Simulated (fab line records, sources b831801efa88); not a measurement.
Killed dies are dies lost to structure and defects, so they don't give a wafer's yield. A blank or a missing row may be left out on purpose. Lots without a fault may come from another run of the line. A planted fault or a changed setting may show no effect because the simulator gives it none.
Chamber matching | flow gf180mcu | GF_V4_CMP_04 on cmp-01: 4 sister chambers
The step polishes SiO2. 4 wafers are shown with their chamber, then 12 later ones without.

WAFERS WITH THEIR CHAMBER
wafer  | chamber | motor_current_A (A)
L089.5 | 0       | 10.8
L090.1 | 2       | 13.9
L090.2 | 1       | 11.6
L090.4 | 3       | 13.8

WAFERS WITHOUT THEIR CHAMBER
wafer  | motor_current_A (A)
L092.2 | 11.1
L092.4 | 13.4
L092.5 | 11.2
L093.1 | 11.5
L093.2 | 11.1
L093.6 | 10.4
L095.1 | 11.2
L095.4 | 13.3
L095.5 | 11.9
L097.2 | 10.9
L097.3 | 13.2
L097.6 | 12.7

WHICH CHAMBER EACH WENT THROUGH
wafer  | from the rows above               | in truth
L092.2 | can't be placed: 0 or 1           | 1
L092.4 | can't be placed: 3 or 2           | 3
L092.5 | can't be placed: 0 or 1           | 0
L093.1 | can't be placed: 1 or 0           | 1
L093.2 | can't be placed: 0 or 1           | 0
L093.6 | can't be placed: 0 or 1           | 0
L095.1 | can't be placed: 0 or 1           | 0
L095.4 | can't be placed: 3 or 2           | 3
L095.5 | can't be placed: 1 or 0           | 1
L097.2 | can't be placed: 0 or 1           | 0
L097.3 | can't be placed: 3 or 2           | 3
L097.6 | can't be placed: 1 or 3 or 2 or 0 | 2
Placed correctly: 0 of 12. Can't be placed from these rows: 12 (the true chamber is among the candidates in 12). Placed wrongly: 0.
How it was worked out, from the rows above alone: a wafer's distance from a chamber is the root of the sum, over the readings, of the square of ((its reading less the chamber's mean) divided by the reading's scatter). The wafer belongs to the nearest chamber; if the next one is less than 2 further off, it can't be placed. A chamber's mean is the mean of its shown wafers. The scatter: with one shown wafer a chamber, the root of the mean of the squares of how far each hidden wafer lies from its nearest shown one.
